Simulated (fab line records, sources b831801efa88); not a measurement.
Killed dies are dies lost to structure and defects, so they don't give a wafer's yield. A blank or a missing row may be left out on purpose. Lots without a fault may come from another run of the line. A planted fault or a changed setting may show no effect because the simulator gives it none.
Which tool did it? | flow gf180mcu | 13 lots, 39 wafers sampled, at 5 steps of a route of 602

WHAT THE GAUGES READ, wafer by wafer
GF_HV_LDD_TW_MEAS_23. Usual: HV_LDD_2_TW 1060, standard deviation 4.9.
lot  | measured     | on            | HV_LDD_2_TW    | flag
L391 | day 11 09:50 | film_metro-03 | 1067 1065 1063 |
L392 | day 11 10:53 | film_metro-01 | 1059 1061 1058 |
L393 | day 11 22:20 | film_metro-03 | 1066 1057 1065 |
L394 | day 12 03:14 | film_metro-03 | 1062 1069 1062 |
L395 | day 12 15:21 | film_metro-04 | 1100 1104 1100 | OFF
L397 | day 13 12:44 | film_metro-03 | 1105 1097 1099 | OFF
L398 | day 13 19:04 | film_metro-04 | 1092 1099 1099 | OFF
L405 | day 15 18:20 | film_metro-04 | 1054 1054 1052 |
L406 | day 16 02:52 | film_metro-04 | 1060 1060 1067 |
L407 | day 16 07:20 | film_metro-04 | 1059 1058 1057 |
L408 | day 16 20:17 | film_metro-04 | 1059 1053 1056 |
L411 | day 17 18:14 | film_metro-03 | 1067 1070 1068 |
L413 | day 18 04:51 | film_metro-04 | 1057 1057 1053 |

GF_V2_BOW_MEAS_05. Usual: V2_BOW 99 um, standard deviation 7.8.
lot  | measured     | on            | V2_BOW (um) | flag
L391 | day 20 03:25 | film_metro-03 | 113 96 101  |
L392 | day 20 09:12 | film_metro-03 | 105 96 87   |
L393 | day 20 19:43 | film_metro-03 | 102 99 98   |
L394 | day 21 02:25 | film_metro-01 | 96 93 112   |
L395 | day 21 18:05 | film_metro-01 | 98 103 98   |
L397 | day 22 19:05 | film_metro-04 | 97 111 91   |
L398 | day 23 00:51 | film_metro-04 | 96 97 96    |
L405 | day 25 01:41 | film_metro-01 | 99 111 95   |
L406 | day 25 11:12 | film_metro-03 | 98 100 105  |
L407 | day 25 16:52 | film_metro-04 | 98 96 95    |
L408 | day 26 04:08 | film_metro-03 | 98 86 100   |
L411 | day 27 01:52 | film_metro-04 | 103 108 98  |
L413 | day 27 09:55 | film_metro-01 | 96 96 103   |

WHICH TOOL RAN EACH LOT (tool, then ch and the chambers of the sampled wafers, then the start)
lot  | GF_HV_LDD_IMPLANT_21            | GF_CONTACT_CMP_27             | GF_V2_CVD_02
L391 | implanter-03 ch 0, day 11 09:35 | cmp-02 ch 1,2,3, day 16 21:29 | pecvd-03 ch 0,1,2, day 20 02:59
L392 | implanter-03 ch 0, day 11 10:40 | cmp-02 ch 0,2,3, day 17 01:59 | pecvd-01 ch 0,2, day 20 06:59
L393 | implanter-02 ch 0, day 11 22:06 | cmp-02 ch 1,3, day 17 13:58   | pecvd-04 ch 0,1, day 20 19:16
L394 | implanter-02 ch 0, day 12 02:59 | cmp-02 ch 0,2,3, day 17 19:55 | pecvd-03 ch 0,1,2, day 21 01:59
L395 | implanter-02 ch 0, day 12 15:08 | cmp-02 ch 0,1,3, day 18 10:55 | pecvd-04 ch 0,1,2, day 21 17:37
L397 | implanter-02 ch 0, day 13 12:29 | cmp-02 ch 0,1,2, day 19 13:16 | pecvd-04 ch 0,1,2, day 22 18:39
L398 | implanter-02 ch 0, day 13 18:52 | cmp-01 ch 1,2, day 19 20:50   | pecvd-03 ch 0,1,2, day 23 00:23
L405 | implanter-01 ch 0, day 15 18:05 | cmp-01 ch 0,2,3, day 21 23:49 | pecvd-04 ch 1,2, day 25 01:15
L406 | implanter-01 ch 0, day 16 02:37 | cmp-01 ch 1,2, day 22 09:58   | pecvd-03 ch 1,2, day 25 10:46
L407 | implanter-03 ch 0, day 16 07:07 | cmp-01 ch 0,1,2, day 22 15:59 | pecvd-03 ch 0,1,2, day 25 16:25
L408 | implanter-03 ch 0, day 16 20:02 | cmp-02 ch 1,2, day 23 05:10   | pecvd-03 ch 1,2, day 26 03:38
L411 | implanter-01 ch 0, day 17 18:00 | cmp-01 ch 0,2,3, day 24 04:46 | pecvd-03 ch 0,2, day 27 01:25
L413 | implanter-03 ch 0, day 18 04:37 | cmp-02 ch 2,3, day 24 12:17   | pecvd-03 ch 0,2, day 27 09:28
- GF_HV_LDD_IMPLANT_21
- GF_CONTACT_CMP_27: polishes, stops on SiO2, t overpolish 15 s, target thk 0 nm.
- GF_V2_CVD_02: deposits SiO2 from TEOS, target thk 850 nm, time 94.851 s.

WHAT THE TOOLS THEMSELVES READ (means of the sampled wafers that have a number; where no wafer has one, the mark that the record gives instead)
GF_HV_LDD_IMPLANT_21. Usual: beam_on_s 9.99 s, standard deviation 0.21; end_station_pressure_torr 5.23e-06 Torr, standard deviation 2.4e-07; faraday_current_uA 282, standard deviation 5.8.
lot  | tool         | beam_on_s (s) | end_station_pressure_torr (Torr) | faraday_current_uA | flag
L391 | implanter-03 | 10.08         | 5.35e-06                         | 280                |
L392 | implanter-03 | 9.95          | 5.37e-06                         | 284                |
L393 | implanter-02 | 9.90          | 5.06e-06                         | 285                |
L394 | implanter-02 | 10.08         | 5.24e-06                         | 279                |
L395 | implanter-02 | 11.13         | 5.75e-05                         | 255                | OFF
L397 | implanter-02 | 11.38         | 5.96e-05                         | 250                | OFF
L398 | implanter-02 | 11.20         | 5.69e-05                         | 255                | OFF
L405 | implanter-01 | 10.04         | 5.36e-06                         | 281                |
L406 | implanter-01 | 10.22         | 5.27e-06                         | 276                |
L407 | implanter-03 | 10.05         | 5.19e-06                         | 282                |
L408 | implanter-03 | 9.90          | 5.07e-06                         | 285                |
L411 | implanter-01 | 10.06         | 5.30e-06                         | 280                |
L413 | implanter-03 | 10.02         | 5.28e-06                         | 281                |

GF_CONTACT_CMP_27. Usual: edge_zone_pressure_frac 1.000, standard deviation 0.0047; motor_current_A 11.1 A, standard deviation 1.1; overpolish_run_s 14.999 s, standard deviation 0.0095; time_to_endpoint_s 74.6 s, standard deviation 3.
lot  | tool   | edge_zone_pressure_frac | motor_current_A (A) | overpolish_run_s (s) | time_to_endpoint_s (s) | flag
L391 | cmp-02 | 0.999                   | 10.8                | 14.993               | 76.4                   |
L392 | cmp-02 | 1.006                   | 11.6                | 15.006               | 73.8                   |
L393 | cmp-02 | 1.004                   | 10.0                | 14.997               | 74.6                   |
L394 | cmp-02 | 1.001                   | 11.6                | 14.993               | 74.6                   |
L395 | cmp-02 | 1.001                   | 11.5                | 14.999               | 73.3                   |
L397 | cmp-02 | 1.001                   | 11.4                | 15.004               | 74.6                   |
L398 | cmp-01 | 1.000                   | 10.8                | 14.999               | 77.1                   |
L405 | cmp-01 | 0.998                   | 11.1                | 15.007               | 71.6                   |
L406 | cmp-01 | 0.998                   | 10.8                | 14.992               | 75.7                   |
L407 | cmp-01 | 0.999                   | 11.3                | 14.988               | 76.3                   |
L408 | cmp-02 | 0.999                   | 9.7                 | 14.999               | 77.5                   |
L411 | cmp-01 | 0.999                   | 11.3                | 15.000               | 74.7                   |
L413 | cmp-02 | 0.997                   | 10.7                | 14.994               | 73.8                   |

GF_V2_CVD_02. Usual: heater_power_w 673 W, standard deviation 94.
lot  | tool     | heater_power_w (W) | flag
L391 | pecvd-03 | 754                |
L392 | pecvd-01 | 563                |
L393 | pecvd-04 | 627                |
L394 | pecvd-03 | 728                |
L395 | pecvd-04 | 637                |
L397 | pecvd-04 | 578                |
L398 | pecvd-03 | 672                |
L405 | pecvd-04 | 601                |
L406 | pecvd-03 | 684                |
L407 | pecvd-03 | 734                |
L408 | pecvd-03 | 722                |
L411 | pecvd-03 | 740                |
L413 | pecvd-03 | 718                |

THE ANSWER, worked out from the rows above alone
Rule: a lot is off if the mean of its wafers that have a number lies more than 3 standard deviations from the usual mean. A lot without any number at a reading at which 4 lots or more have one is off too. The other lots that the step has rows for count as sound. The gauges are gone through in route order, then the tools' own readings, and for those a lot's mean is taken as printed above. The first step at which some lot is off is used, and at that step the reading that is off furthest; a lot without a number counts as furthest.
Off: L395, L397, L398, at GF_HV_LDD_TW_MEAS_23 (HV_LDD_2_TW).
A tool fits if, at a process step before that reading, it ran every lot that is off, and no sound lot after the first of them. The gauges at GF_HV_LDD_TW_MEAS_23 aren't tried: what is off there is off at GF_HV_LDD_IMPLANT_21 too, on other tools, and a gauge's error can't cause that. One fits: implanter-02 at GF_HV_LDD_IMPLANT_21. Its last sound lot is L394 (day 12 02:59), its first lot that is off L395 (day 12 15:08): a fault that began between those two fits.
The tool's own readings at GF_HV_LDD_IMPLANT_21 bear it out: on the lots that are off they differ by more than 5 times the standard deviation of the sound lots' means. beam_on_s reads 11.24 s there against 10.03 s on the sound lots; end_station_pressure_torr reads 5.80e-05 Torr there against 5.25e-06 Torr on the sound lots; faraday_current_uA reads 253 there against 281 on the sound lots.

WHAT THE SIMULATOR HAD PUT IN
Process parameter drift: implanter-02, from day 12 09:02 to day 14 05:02, at GF_HV_LDD_IMPLANT_21. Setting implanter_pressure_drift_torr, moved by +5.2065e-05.
Process parameter drift: implanter-02, from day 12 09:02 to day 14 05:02, at GF_HV_LDD_IMPLANT_21. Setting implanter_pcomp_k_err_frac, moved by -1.
Lots struck among those shown: L395, L397, L398. The rule above found the same.
